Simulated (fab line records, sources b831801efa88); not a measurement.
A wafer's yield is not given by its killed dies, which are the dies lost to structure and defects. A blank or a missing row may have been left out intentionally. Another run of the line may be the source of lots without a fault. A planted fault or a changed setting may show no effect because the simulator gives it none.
fab line records ; flow sky130
record lots=6; wafers=18; lastDay=50
route steps=708 shown PWDE@52 NWELL@56 PAD_OPEN@708
lots with no fault: from the same line, run without faults
startH: hours from the record's opening day to when the first of the lot's shown wafers began ; waitH: hours since the lot's step before ; " repeats the value in the row above ; L1.1+2: a single row standing in for several wafers ; - no value, or no start was given ; * or withheld: withheld ; < > ~ a bound
route shown NAME@n: names a module that has steps shown in the file, with the first one's number in the route ; usual: average and standard deviation across the fault-free wafers ; same: alike in all rows ; chamber/n: place in a boat ; sites: readings site by site ; _std_site: how widely they spread, as a standard deviation ; _edge_site: inner sites' mean taken away from outer sites' mean ; radiusMm: how far each site lies from the wafer's centre ; mask NAME#n: copy n ; behind: tool/chamber where the wafer was last shaped ; hold: reason for holding the lot/hours on hold/outcome of the hold ; device: transistor that didn't switch, given as n, p or np ; end of line: the tests these same wafers got at the end of their route ; for a step that has no rows: nothing shown but its recipe ; killed: at the first sort, the dies lost to defects and structure; wafer yield is something else ; map: dies across one wafer; x = killed, . = not, _ = none there
set.NAME: setting as actually run; set.NAME@STEP: the setting as run at that earlier step ; model.NAME: the simulator's own value behind a step, which no gauge read
lots at selected steps of the route; one table per step, one row per wafer
services: the hour from which a tool's chamber was out of use, counted from the record's first day as startH (under 0 if before that day), plus the number of hours and why
## steps
# step SKY_PWDE_OVL_MEAS_07
# usual PWDE_OVL=0.8/1.3
lot.wafer;tool;chamber;startH;waitH;PWDE_OVL[nm]
L430.2;overlay-02;-;69.60;-;-1.2
L430.3;overlay-02;-;69.60;-;-0.8
L430.4;overlay-02;-;69.60;-;-0.3
L435.1;overlay-01;-;95.35;-;2.0
L435.4;overlay-01;-;95.35;-;3.1
L435.5;overlay-01;-;95.35;-;0.7
L436.2;overlay-02;-;99.05;-;-0.7
L436.3;overlay-02;-;99.05;-;1.9
L436.4;overlay-02;-;99.05;-;0.7
L439.3;overlay-02;-;121.95;-;1.3
L439.5;overlay-02;-;121.95;-;2.1
L439.6;overlay-02;-;121.95;-;2.0
L450.1;overlay-02;-;180.44;-;3.4
L450.2;overlay-02;-;180.44;-;3.2
L450.3;overlay-02;-;180.44;-;1.9
L451.1;overlay-01;-;185.49;-;-0.1
L451.3;overlay-01;-;185.49;-;0.5
L451.5;overlay-01;-;185.49;-;1.0
# step SKY_PWDE_IMPLANT_08
# recipe species=B; energyKev=150; doseCm2=3.6e+12; tiltDeg=withheld
# step SKY_PWDE_STRIP_09
# recipe chemistry=O2/N2; powerW=1400; pressureMtorr=1500; platenTempC=withheld; o2FlowSccm=3000; n2FlowSccm=300; overashFraction=0.5
# usual drypumpMotorCurrentA=5.38/0.2; oesProductAu=0.722/0.0044; stripTimeToEndpointS=36.93/0.11
lot.wafer;tool;chamber;startH;waitH;drypumpMotorCurrentA;oesProductAu;rfHoursCounterH;stripTimeToEndpointS
L430.2;plasmaAsher-02;0;69.78;0.1;5.59;0.722;37;37.04
L430.3;plasmaAsher-02;0;69.78;0.1;5.60;0.722;-;37.21
L430.4;plasmaAsher-02;1;69.78;0.1;5.51;0.717;-;37.16
L435.1;plasmaAsher-04;1;95.53;0.1;4.99;0.718;28;36.98
L435.4;plasmaAsher-04;0;95.53;0.1;5.33;0.728;-;37.00
L435.5;plasmaAsher-04;1;95.53;0.1;5.01;0.730;-;36.90
L436.2;plasmaAsher-01;1;99.23;0.1;5.47;0.726;43;36.89
L436.3;plasmaAsher-01;0;99.23;0.1;5.47;0.724;-;36.93
L436.4;plasmaAsher-01;1;99.23;0.1;5.47;0.725;-;36.95
L439.3;plasmaAsher-01;0;122.16;0.1;5.44;0.726;-;36.78
L439.5;plasmaAsher-01;1;122.16;0.1;5.47;0.721;-;36.80
L439.6;plasmaAsher-01;0;122.16;0.1;5.44;0.730;-;36.80
L450.1;plasmaAsher-02;1;180.63;0.1;5.47;0.721;47;37.02
L450.2;plasmaAsher-02;0;180.63;0.1;5.62;0.714;47;37.15
L450.3;plasmaAsher-02;1;180.63;0.1;5.48;0.716;-;37.07
L451.1;plasmaAsher-01;1;185.68;0.1;5.47;0.719;7;36.96
L451.3;plasmaAsher-01;0;185.68;0.1;5.45;0.723;-;36.91
L451.5;plasmaAsher-01;1;185.68;0.1;5.46;0.726;-;36.88
# step SKY_PWDE_TW_MEAS_10
# usual PWDE_TW=374/4.6
lot.wafer;tool;chamber;startH;waitH;PWDE_TW
L430.2;filmMetro-04;-;69.89;0.1;376
L430.3;filmMetro-04;-;69.89;0.1;379
L430.4;filmMetro-04;-;69.89;0.1;378
L435.1;filmMetro-03;-;95.63;0.1;370
L435.4;filmMetro-03;-;95.63;0.1;372
L435.5;filmMetro-03;-;95.63;0.1;372
L436.2;filmMetro-04;-;99.34;0.1;377
L436.3;filmMetro-04;-;99.34;0.1;377
L436.4;filmMetro-04;-;99.34;0.1;374
L439.3;filmMetro-01;-;122.25;0.1;368
L439.5;filmMetro-01;-;122.25;0.1;369
L439.6;filmMetro-01;-;122.25;0.1;370
L450.1;filmMetro-04;-;180.73;0.1;376
L450.2;filmMetro-04;-;180.73;0.1;378
L450.3;filmMetro-04;-;180.73;0.1;378
L451.1;filmMetro-04;-;185.78;0.1;377
L451.3;filmMetro-04;-;185.78;0.1;378
L451.5;filmMetro-04;-;185.78;0.1;380
# step SKY_NWELL_DEHYDRATE_03
# recipe tempC=200; timeS=60
# step SKY_NWELL_HMDS_04
# recipe primeTimeS=60; primeTempC=120
# step SKY_NWELL_COAT_05
# recipe spinRpm=2000; resistThkNm=3000
# step SKY_NWELL_SOFTBAKE_06
# recipe tempC=110; timeS=withheld
# step SKY_NWELL_EXPOSE_07
# recipe maskId=NWM; na=0.6; sourceShape=conventional; sigmaOuter=0.6; polarization=unpolarized; targetCdNm=840; doseMj=255
# step SKY_NWELL_PEB_08
# recipe tempC=115; timeS=withheld
# step SKY_NWELL_DEVELOP_09
# recipe wallAngleDeg=90; developer=TMAH; developTimeS=60; devTempC=23
# step SKY_NWELL_OVL_MEAS_10
# usual NWELL_00_OVL=-0.7/1.7
lot.wafer;tool;chamber;startH;waitH;NWELL_00_OVL[nm]
L430.2;overlay-01;-;87.05;-;-1.4
L430.3;overlay-01;-;87.05;-;-1.0
L430.4;overlay-01;-;87.05;-;-0.4
L435.1;overlay-02;-;112.28;-;-0.8
L435.4;overlay-02;-;112.28;-;-1.4
L435.5;overlay-02;-;112.28;-;-1.4
L436.2;overlay-02;-;116.33;-;-3.3
L436.3;overlay-02;-;116.33;-;0.0
L436.4;overlay-02;-;116.33;-;0.8
L439.3;overlay-02;-;141.15;-;1.8
L439.5;overlay-02;-;141.15;-;2.0
L439.6;overlay-02;-;141.15;-;0.4
L450.1;overlay-02;-;202.64;-;0.3
L450.2;overlay-02;-;202.64;-;-0.8
L450.3;overlay-02;-;202.64;-;0.9
L451.1;overlay-01;-;206.99;-;-1.9
L451.3;overlay-01;-;206.99;-;-0.4
L451.5;overlay-01;-;206.99;-;-0.5
# step SKY_NWELL_IMPLANT_11
# recipe species=P; energyKev=400; doseCm2=1.9e+13; tiltDeg=withheld
# usual beamEnergyKeV=400.02/0.11
lot.wafer;tool;chamber;startH;waitH;beamEnergyKeV;model.implant.rpNm;model.implant.drpNm
L430.2;implanter-04;0;87.10;0.0;400.02;501.2;116.9
L430.3;implanter-04;0;87.10;0.0;400.14;501.2;116.9
L430.4;implanter-04;0;87.10;0.0;400.15;501.2;116.9
L435.1;implanter-04;0;112.31;0.0;344.91;435.8;108
L435.4;implanter-04;0;112.31;0.0;344.88;435.8;108
L435.5;implanter-04;0;112.31;0.0;344.81;435.8;108
L436.2;implanter-01;0;116.39;0.0;400.22;491.1;116.9
L436.3;implanter-01;0;116.39;0.0;400.23;491.1;116.9
L436.4;implanter-01;0;116.39;0.0;400.01;491.1;116.9
L439.3;implanter-04;0;141.23;0.1;344.72;421.6;108
L439.5;implanter-04;0;141.23;0.1;344.90;421.6;108
L439.6;implanter-04;0;141.23;0.1;344.91;421.6;108
L450.1;implanter-01;0;202.68;0.0;400.06;486.3;116.9
L450.2;implanter-01;0;202.68;0.0;400.12;486.3;116.9
L450.3;implanter-01;0;202.68;0.0;400.00;486.3;116.9
L451.1;implanter-02;0;207.03;0.0;400.04;490.7;116.9
L451.3;implanter-02;0;207.03;0.0;400.11;490.7;116.9
L451.5;implanter-02;0;207.03;0.0;400.14;490.7;116.9
# step SKY_NWELL_IMPLANT_12
# recipe species=P; energyKev=120.8; doseCm2=1.3e+12; tiltDeg=withheld
# step SKY_NWELL_IMPLANT_13
# recipe species=P; energyKev=50; doseCm2=7e+11; tiltDeg=withheld
# step SKY_NWELL_STRIP_14
# recipe chemistry=O2/N2; powerW=1400; pressureMtorr=1500; platenTempC=withheld; o2FlowSccm=3000; n2FlowSccm=300; overashFraction=0.5
# usual drypumpMotorCurrentA=5.5/0.32; oesProductAu=0.722/0.0044; stripTimeToEndpointS=36.95/0.13
lot.wafer;tool;chamber;startH;waitH;drypumpMotorCurrentA;oesProductAu;rfHoursCounterH;stripTimeToEndpointS
L430.2;plasmaAsher-02;0;87.53;0.1;5.6;0.727;39;36.69
L430.3;plasmaAsher-02;1;87.53;0.1;5.5;0.720;-;36.72
L430.4;plasmaAsher-02;0;87.53;0.1;5.7;0.718;-;36.76
L435.1;plasmaAsher-02;1;112.76;0.1;5.5;0.725;42;36.91
L435.4;plasmaAsher-02;0;112.76;0.1;5.7;0.722;-;37.02
L435.5;plasmaAsher-02;1;112.76;0.1;5.5;0.726;-;36.93
L436.2;plasmaAsher-02;0;116.81;0.1;5.6;0.724;42;36.81
L436.3;plasmaAsher-02;0;116.81;0.1;5.6;0.724;-;36.85
L436.4;plasmaAsher-02;1;116.81;0.1;5.5;0.719;-;36.90
L439.3;plasmaAsher-04;0;141.66;0.1;5.3;0.725;-;36.90
L439.5;plasmaAsher-04;0;141.66;0.1;5.3;0.720;-;37.07
L439.6;plasmaAsher-04;1;141.66;0.1;5.0;0.724;-;37.05
L450.1;plasmaAsher-04;1;203.13;0.1;5.0;0.716;39;37.15
L450.2;plasmaAsher-04;0;203.13;0.1;5.3;0.725;39;37.14
L450.3;plasmaAsher-04;0;203.13;0.1;5.4;0.719;-;37.08
L451.1;plasmaAsher-04;0;207.48;0.1;5.3;0.724;40;37.14
L451.3;plasmaAsher-04;1;207.48;0.1;5.0;0.723;-;37.04
L451.5;plasmaAsher-04;0;207.48;0.1;5.3;0.718;-;37.06
# step SKY_NWELL_TW_MEAS_15
# usual NWELL_TW=1816/22
lot.wafer;tool;chamber;startH;waitH;NWELL_TW
L430.2;filmMetro-04;-;87.64;0.1;1840
L430.3;filmMetro-04;-;87.64;0.1;1842
L430.4;filmMetro-04;-;87.64;0.1;1838
L435.1;filmMetro-01;-;112.86;0.1;1768
L435.4;filmMetro-01;-;112.86;0.1;1764
L435.5;filmMetro-01;-;112.86;0.1;1768
L436.2;filmMetro-04;-;116.92;0.1;1819
L436.3;filmMetro-04;-;116.92;0.1;1831
L436.4;filmMetro-04;-;116.92;0.1;1836
L439.3;filmMetro-04;-;141.75;0.1;1820
L439.5;filmMetro-04;-;141.75;0.1;1818
L439.6;filmMetro-04;-;141.75;0.1;1816
L450.1;filmMetro-04;-;203.23;0.1;1845
L450.2;filmMetro-04;-;203.23;0.1;1850
L450.3;filmMetro-04;-;203.23;0.1;1856
L451.1;filmMetro-04;-;207.58;0.1;1838
L451.3;filmMetro-04;-;207.58;0.1;1849
L451.5;filmMetro-04;-;207.58;0.1;1838
# step SKY_NWELL_DEHYDRATE_16
# recipe tempC=200; timeS=60
# step SKY_NWELL_HMDS_17
# recipe primeTimeS=60; primeTempC=120
# step SKY_NWELL_COAT_18
# recipe spinRpm=2000; resistThkNm=3000
# step SKY_NWELL_SOFTBAKE_19
# recipe tempC=110; timeS=withheld
# step SKY_NWELL_EXPOSE_20
# recipe maskId=NWM_COMPLEMENT; na=0.6; sourceShape=conventional; sigmaOuter=0.6; polarization=unpolarized; targetCdNm=840; doseMj=260
# step SKY_NWELL_PEB_21
# recipe tempC=115; timeS=withheld
# step SKY_NWELL_DEVELOP_22
# recipe wallAngleDeg=90; developer=TMAH; developTimeS=60; devTempC=23
# step SKY_NWELL_OVL_MEAS_23
# usual NWELL_01_OVL=0.9/1.3
lot.wafer;tool;chamber;startH;waitH;NWELL_01_OVL[nm]
L430.2;overlay-02;-;104.55;-;1.0
L430.3;overlay-02;-;104.55;-;2.2
L430.4;overlay-02;-;104.55;-;0.0
L435.1;overlay-02;-;129.88;-;3.5
L435.4;overlay-02;-;129.88;-;0.9
L435.5;overlay-02;-;129.88;-;1.8
L436.2;overlay-02;-;134.55;-;0.6
L436.3;overlay-02;-;134.55;-;1.4
L436.4;overlay-02;-;134.55;-;1.8
L439.3;overlay-02;-;161.49;-;0.8
L439.5;overlay-02;-;161.49;-;2.2
L439.6;overlay-02;-;161.49;-;2.7
L450.1;overlay-02;-;225.38;-;1.3
L450.2;overlay-02;-;225.38;-;0.1
L450.3;overlay-02;-;225.38;-;-0.9
L451.1;overlay-02;-;230.34;-;-0.4
L451.3;overlay-02;-;230.34;-;0.9
L451.5;overlay-02;-;230.34;-;1.4
# step SKY_NWELL_IMPLANT_24
# recipe species=B; energyKev=140; doseCm2=9.2e+12; tiltDeg=withheld
# step SKY_NWELL_STRIP_25
# recipe chemistry=O2/N2; powerW=1400; pressureMtorr=1500; platenTempC=withheld; o2FlowSccm=3000; n2FlowSccm=300; overashFraction=0.5
# usual drypumpMotorCurrentA=5.6/0.33; oesProductAu=0.722/0.0047; stripTimeToEndpointS=36.96/0.12
lot.wafer;tool;chamber;startH;waitH;drypumpMotorCurrentA;oesProductAu;rfHoursCounterH;stripTimeToEndpointS
L430.2;plasmaAsher-04;1;104.73;0.1;5.0;0.720;29;37.05
L430.3;plasmaAsher-04;0;104.73;0.1;5.3;0.710;-;36.90
L430.4;plasmaAsher-04;1;104.73;0.1;5.0;0.731;-;37.14
L435.1;plasmaAsher-03;0;130.06;0.1;6.0;0.714;43;36.84
L435.4;plasmaAsher-03;0;130.06;0.1;6.0;0.722;-;36.80
L435.5;plasmaAsher-03;0;130.06;0.1;6.0;0.715;-;36.74
L436.2;plasmaAsher-04;0;134.73;0.1;5.4;0.723;32;36.89
L436.3;plasmaAsher-04;1;134.73;0.1;5.0;0.725;-;36.98
L436.4;plasmaAsher-04;0;134.73;0.1;5.3;0.722;-;36.95
L439.3;plasmaAsher-03;0;161.70;0.1;6.0;0.723;-;36.89
L439.5;plasmaAsher-03;1;161.70;0.1;5.9;0.722;-;36.85
L439.6;plasmaAsher-03;0;161.70;0.1;6.0;0.717;-;36.87
L450.1;plasmaAsher-03;1;225.56;0.1;5.9;0.726;53;37.19
L450.2;plasmaAsher-03;0;225.56;0.1;5.9;0.721;53;37.13
L450.3;plasmaAsher-03;1;225.56;0.1;5.9;0.716;-;37.13
L451.1;plasmaAsher-02;0;230.53;0.1;5.7;0.714;52;36.99
L451.3;plasmaAsher-02;1;230.53;0.1;5.5;0.725;-;36.94
L451.5;plasmaAsher-02;0;230.53;0.1;5.6;0.731;-;37.01
# step SKY_NWELL_TW_MEAS_26
# usual NWELL_2_TW=496/5.6
lot.wafer;tool;chamber;startH;waitH;NWELL_2_TW
L430.2;filmMetro-03;-;104.84;0.1;495
L430.3;filmMetro-03;-;104.84;0.1;498
L430.4;filmMetro-03;-;104.84;0.1;495
L435.1;filmMetro-03;-;130.16;0.1;494
L435.4;filmMetro-03;-;130.16;0.1;496
L435.5;filmMetro-03;-;130.16;0.1;494
L436.2;filmMetro-03;-;134.84;0.1;495
L436.3;filmMetro-03;-;134.84;0.1;495
L436.4;filmMetro-03;-;134.84;0.1;494
L439.3;filmMetro-04;-;161.78;0.1;501
L439.5;filmMetro-04;-;161.78;0.1;502
L439.6;filmMetro-04;-;161.78;0.1;500
L450.1;filmMetro-03;-;225.66;0.1;493
L450.2;filmMetro-03;-;225.66;0.1;494
L450.3;filmMetro-03;-;225.66;0.1;492
L451.1;filmMetro-03;-;230.63;0.1;495
L451.3;filmMetro-03;-;230.63;0.1;496
L451.5;filmMetro-03;-;230.63;0.1;493
# step SKY_NWELL_CLEAN_27
# recipe chemistry=SC1/SC2; mix=1:4:20; tempC=70; timeS=150; dry=n2Spin
# step SKY_NWELL_RTA_28
# recipe tempC=1050; timeS=30; idleTempC=650; rampUpCPerS=150; rampDownCPerS=90; ambient=N2
# usual lampPowerPct=25.31/0.059; wafer_temp_C_max=1054.8/1
lot.wafer;tool;chamber;startH;waitH;lampPowerPct;wafer_temp_C_max
L430.2;rtpAnneal-02;0;104.95;0.0;25.27;1055.2
L430.3;rtpAnneal-02;0;104.95;0.0;25.29;1054.3
L430.4;rtpAnneal-02;0;104.95;0.0;25.36;1055.8
L435.1;rtpAnneal-02;0;130.27;0.0;25.26;1053.6
L435.4;rtpAnneal-02;0;130.27;0.0;25.24;1056.1
L435.5;rtpAnneal-02;0;130.27;0.0;25.23;1055.5
L436.2;rtpAnneal-01;0;135.00;0.0;25.33;1055.5
L436.3;rtpAnneal-01;0;135.00;0.0;25.26;1056.4
L436.4;rtpAnneal-01;0;135.00;0.0;25.31;1055.3
L439.3;rtpAnneal-01;0;161.91;0.0;25.27;1054.6
L439.5;rtpAnneal-01;0;161.91;0.0;25.17;1054.4
L439.6;rtpAnneal-01;0;161.91;0.0;25.27;1054.0
L450.1;rtpAnneal-02;0;225.77;0.0;25.34;1056.5
L450.2;rtpAnneal-02;0;225.77;0.0;25.22;1054.8
L450.3;rtpAnneal-02;0;225.77;0.0;25.32;1056.8
L451.1;rtpAnneal-01;0;230.74;0.0;25.33;1054.9
L451.3;rtpAnneal-01;0;230.74;0.0;25.32;1054.8
L451.5;rtpAnneal-01;0;230.74;0.0;25.39;1054.4
# step SKY_NWELL_RS_MEAS_29
# recipe thkMeasGauge=four-point-probe
# usual NWELL_RS=624.7/1.5
lot.wafer;tool;chamber;startH;waitH;NWELL_RS[ohm/sq]
L430.2;filmMetro-04;-;105.06;0.1;621.9
L430.3;filmMetro-04;-;105.06;0.1;623.4
L430.4;filmMetro-04;-;105.06;0.1;623.5
L435.1;filmMetro-01;-;130.37;0.1;646.9
L435.4;filmMetro-01;-;130.37;0.1;648.6
L435.5;filmMetro-01;-;130.37;0.1;648.9
L436.2;filmMetro-03;-;135.16;0.1;624.7
L436.3;filmMetro-03;-;135.16;0.1;624.8
L436.4;filmMetro-03;-;135.16;0.1;625.1
L439.3;filmMetro-03;-;162.01;0.1;648.7
L439.5;filmMetro-03;-;162.01;0.1;649.3
L439.6;filmMetro-03;-;162.01;0.1;649.0
L450.1;filmMetro-01;-;225.87;0.1;624.0
L450.2;filmMetro-01;-;225.87;0.1;622.0
L450.3;filmMetro-01;-;225.87;0.1;621.7
L451.1;filmMetro-03;-;230.84;0.1;623.1
L451.3;filmMetro-03;-;230.84;0.1;622.5
L451.5;filmMetro-03;-;230.84;0.1;623.1
# step SKY_PAD_OPEN_PROBE_99
# usual killed_at_M0_to_M3=42/6.7; killed_at_M4_up=3.4/2; killedAtContacts=24/5.1; killedAtFrontEnd=14/4.2; killedAtOther=0.2/0.49; killedDies=84/8.4; killedOpen=46/7; killedShort=39/5.8
# same grossDies=492; killedAtBackSide=0
lot.wafer;tool;chamber;startH;waitH;killed_at_M0_to_M3;killed_at_M4_up;killedAtContacts;killedAtFrontEnd;killedAtOther;killedDies;killedOpen;killedShort;model.etest.pfet_16v.rOnOhmUm;model.etest.resNwell.lineOhmUm;model.etest.resNwell.rsOhmSq;model.etest.pfetG5v0d10v5.rOnOhmUm;model.etest.tip_p_5v.rsOhmSq;model.etest.nfet_16v.rOnOhmUm;model.etest.tipP.rsOhmSq;model.etest.resIsoPwell.widthNm
L430.2;prober-01;-;1080.96;0.1;36;7;22;17;0;82;40;42;1.54e+04;1110;940.2;4773;2867;1.412e+04;6962;2658
L430.3;prober-01;-;1081.01;0.2;42;5;26;10;0;83;42;41;1.484e+04;1082;903;4753;2845;1.401e+04;6914;2652
L430.4;prober-01;-;1081.06;0.2;36;2;18;11;0;67;38;29;1.513e+04;1105;923.6;4814;2852;1.417e+04;6909;2649
L435.1;prober-02;-;1105.61;0.1;40;3;20;11;0;74;41;33;1.596e+04;1667;1327;4811;2998;1.372e+04;6912;2670
L435.4;prober-02;-;1105.76;0.2;27;6;27;17;1;78;50;28;1.577e+04;1574;1266;4946;2973;1.36e+04;6906;2691
L435.5;prober-02;-;1105.81;0.2;39;5;25;7;0;76;45;31;1.56e+04;1535;1244;4787;2977;1.353e+04;6886;2682
L436.2;prober-01;-;1109.96;0.1;34;1;38;12;0;85;41;44;1.486e+04;1120;929.7;4753;2868;1.392e+04;6811;2645
L436.3;prober-01;-;1110.01;0.2;53;2;25;21;0;101;50;51;1.538e+04;1162;978;4846;2886;1.41e+04;6854;2640
L436.4;prober-01;-;1110.06;0.2;44;1;31;17;0;93;60;33;1.492e+04;1126;937.2;4759;2877;1.413e+04;6889;2658
L439.3;prober-01;-;1136.76;0.2;38;5;26;11;0;80;45;35;1.542e+04;1721;1364;4986;3034;1.433e+04;6854;2691
L439.5;prober-01;-;1136.86;0.2;38;5;26;12;1;82;43;39;1.533e+04;1767;1394;4972;3033;1.442e+04;6866;2704
L439.6;prober-01;-;1136.91;0.2;31;5;28;14;0;78;43;35;1.532e+04;1710;1364;4974;3036;1.439e+04;6880;2679
L450.1;prober-01;-;1188.60;0.1;39;3;23;15;0;80;48;32;1.531e+04;1158;971.8;4807;2871;1.409e+04;6796;2644
L450.2;prober-01;-;1188.65;0.1;38;2;23;15;0;78;42;36;1.564e+04;1176;987.5;4852;2875;1.415e+04;6819;2647
L450.3;prober-01;-;1188.70;0.2;39;0;18;14;2;73;37;36;1.517e+04;1161;954.8;4786;2880;1.414e+04;6874;2644
L451.1;prober-02;-;1190.77;0.1;50;2;23;16;1;92;51;41;1.528e+04;1193;966.2;4774;2831;1.427e+04;6825;2657
L451.3;prober-02;-;1190.87;0.2;48;3;28;10;0;89;45;44;1.56e+04;1221;1002;4751;2839;1.425e+04;6864;2651
L451.5;prober-02;-;1190.97;0.2;57;5;29;13;0;104;58;46;1.552e+04;1207;988.1;4802;2857;1.427e+04;6887;2656
# killed by level:class
L430.2 CONTACT:geometricParticle:open=9 VIA3:geometricParticle:open=9 FIELD_ISO:geometricParticle:open=6 METAL4:geometricParticle:short=6 METAL1:geometricParticle:short=6 LI_CONTACT:geometricParticle:open=5 LOCAL_INTERCONNECT:geometricParticle:short=5 VIA1:geometricParticle:short=4
L430.3 CONTACT:geometricParticle:short=10 CONTACT:geometricParticle:open=9 VIA1:geometricParticle:open=9 METAL1:geometricParticle:short=7 LI_CONTACT:geometricParticle:open=4 METAL2:geometricParticle:short=4 VIA2:geometricParticle:short=4 VIA2:geometricParticle:open=4
L430.4 VIA1:geometricParticle:open=11 CONTACT:geometricParticle:open=6 METAL3:geometricParticle:short=6 LI_CONTACT:geometricParticle:open=5 VIA2:geometricParticle:open=5 FIELD_ISO:geometricParticle:short=4 VIA1:geometricParticle:short=4 CONTACT:geometricParticle:short=3
L435.1 VIA3:geometricParticle:open=9 VIA1:geometricParticle:open=8 CONTACT:geometricParticle:open=6 METAL1:geometricParticle:short=5 LI_CONTACT:geometricParticle:open=5 VIA1:geometricParticle:short=5 POLY_GATE:geometricParticle:short=4 LOCAL_INTERCONNECT:geometricParticle:short=4
L435.4 CONTACT:geometricParticle:open=11 LI_CONTACT:geometricParticle:open=7 VIA1:geometricParticle:open=7 FIELD_ISO:geometricParticle:open=6 POLY_GATE:geometricParticle:open=5 METAL4:geometricParticle:short=4 LOCAL_INTERCONNECT:geometricParticle:short=4 VIA2:geometricParticle:open=4
L435.5 VIA2:geometricParticle:open=11 CONTACT:geometricParticle:open=9 LI_CONTACT:geometricParticle:open=8 VIA1:geometricParticle:short=8 VIA3:geometricParticle:open=5 METAL4:geometricParticle:short=5 VIA3:geometricParticle:short=4 VIA1:geometricParticle:open=4
L436.2 CONTACT:geometricParticle:short=12 LI_CONTACT:geometricParticle:open=9 CONTACT:geometricParticle:open=9 VIA3:geometricParticle:open=6 VIA1:geometricParticle:short=5 METAL3:geometricParticle:short=5 FIELD_ISO:geometricParticle:open=4 METAL1:geometricParticle:short=4
L436.3 VIA1:geometricParticle:open=9 VIA2:geometricParticle:open=8 CONTACT:geometricParticle:short=7 METAL1:geometricParticle:short=7 VIA2:geometricParticle:short=6 CONTACT:geometricParticle:open=6 POLY_GATE:geometricParticle:open=5 LI_CONTACT:geometricParticle:open=5
L436.4 CONTACT:geometricParticle:open=17 VIA1:geometricParticle:open=9 VIA2:geometricParticle:open=9 METAL3:geometricParticle:short=8 LI_CONTACT:geometricParticle:open=6 VIA3:geometricParticle:short=6 FIELD_ISO:geometricParticle:short=5 FIELD_ISO:geometricParticle:open=5
L439.3 CONTACT:geometricParticle:open=13 VIA3:geometricParticle:open=10 VIA1:geometricParticle:open=7 CONTACT:geometricParticle:short=6 VIA1:geometricParticle:short=6 LI_CONTACT:geometricParticle:open=5 FIELD_ISO:geometricParticle:open=4 FIELD_ISO:geometricParticle:short=3
L439.5 CONTACT:geometricParticle:open=9 LI_CONTACT:geometricParticle:open=8 VIA1:geometricParticle:open=8 METAL1:geometricParticle:short=6 LOCAL_INTERCONNECT:geometricParticle:short=5 VIA3:geometricParticle:open=5 METAL2:geometricParticle:short=5 METAL3:geometricParticle:short=4
L439.6 LI_CONTACT:geometricParticle:open=13 VIA1:geometricParticle:open=8 POLY_GATE:geometricParticle:short=6 CONTACT:geometricParticle:open=6 CONTACT:geometricParticle:short=5 METAL1:geometricParticle:short=4 VIA2:geometricParticle:short=4 VIA3:geometricParticle:open=4
L450.1 CONTACT:geometricParticle:open=10 VIA2:geometricParticle:open=10 VIA3:geometricParticle:open=7 FIELD_ISO:geometricParticle:open=5 VIA1:geometricParticle:short=5 METAL1:geometricParticle:open=4 VIA1:geometricParticle:open=4 FIELD_ISO:geometricParticle:short=3
L450.2 CONTACT:geometricParticle:open=10 FIELD_ISO:geometricParticle:open=5 LI_CONTACT:geometricParticle:open=5 METAL1:geometricParticle:short=5 VIA1:geometricParticle:open=5 VIA2:geometricParticle:short=5 VIA1:geometricParticle:short=5 VIA3:geometricParticle:open=4
L450.3 VIA3:geometricParticle:open=11 CONTACT:geometricParticle:open=7 POLY_GATE:geometricParticle:short=6 LI_CONTACT:geometricParticle:open=6 VIA3:geometricParticle:short=6 METAL2:geometricParticle:short=4 METAL3:geometricParticle:short=4 POLY_GATE:geometricParticle:open=3
L451.1 VIA1:geometricParticle:open=12 VIA3:geometricParticle:open=11 FIELD_ISO:geometricParticle:short=8 VIA2:geometricParticle:open=8 CONTACT:geometricParticle:short=7 METAL1:geometricParticle:short=6 LI_CONTACT:geometricParticle:open=5 CONTACT:geometricParticle:open=5
L451.3 CONTACT:geometricParticle:open=11 VIA1:geometricParticle:open=9 LI_CONTACT:geometricParticle:open=8 METAL3:geometricParticle:short=7 METAL1:geometricParticle:short=6 METAL2:geometricParticle:short=6 VIA2:geometricParticle:short=5 VIA2:geometricParticle:open=5
L451.5 VIA1:geometricParticle:open=11 LI_CONTACT:geometricParticle:open=10 METAL1:geometricParticle:short=10 VIA2:geometricParticle:open=10 VIA3:geometricParticle:open=8 LOCAL_INTERCONNECT:geometricParticle:short=7 CONTACT:geometricParticle:open=6 METAL2:geometricParticle:short=6
## services
tool;chamber;startH;hours;kind
plasmaAsher-01;-;61.26;5.0;repair
plasmaAsher-01;-;93.36;2.8;pm
implanter-01;-;102.30;1.2;repair
plasmaAsher-01;-;108.75;9.0;pm
plasmaAsher-01;0;108.75;9.0;ventCycle
plasmaAsher-01;1;108.75;9.0;ventCycle
plasmaAsher-01;0;117.75;-;clean
plasmaAsher-01;1;117.75;-;clean
implanter-04;-;139.47;1.2;repair
plasmaAsher-02;-;158.28;8.8;repair
implanter-01;-;172.42;5.5;pm
implanter-02;-;185.39;3.7;repair
implanter-02;-;186.50;4.1;repair
plasmaAsher-02;-;191.94;1.1;repair
implanter-04;-;199.06;9.6;repair
implanter-04;-;229.86;1.6;repair
## key
firstSign step=SKY_NWELL_IMPLANT_11; reading=beamEnergyKeV; direction=down; sigmas=99+; usual=*; struck=*
effect step=SKY_NWELL_RS_MEAS_29; reading=NWELL_RS; direction=up; sigmas=16; usual=624.7; struck=648.6
modelEffect step=SKY_NWELL_IMPLANT_11; value=implant.rpNm; without=490.6; struck=428.7
modelEffect step=SKY_PAD_OPEN_PROBE_99; value=etest.pfet_16v.rOnOhmUm; without=1.481e+04; struck=1.557e+04
metAt SKY_NWELL_IMPLANT_11
struckWafers L435.1,L435.4,L435.5,L439.3,L439.5,L439.6
testerLeftOut L435,L439
onsetBetween 87.10 112.31
fault kind=processParameterDrift; tool=implanter-04; chamber=-; onsetH=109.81; steps=SKY_NWELL_IMPLANT_11; channel=energyKev; offset=*; shape=step; endH=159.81; actsIn=*; stated=*
# testerLeftOut: of these lots the tester's yield and bins aren't shown, on N5 and GAA mostly nor the transistor test; their killed dies are dies lost to structure and defects alone, not to doping, threshold or leakage, so they don't give the yield
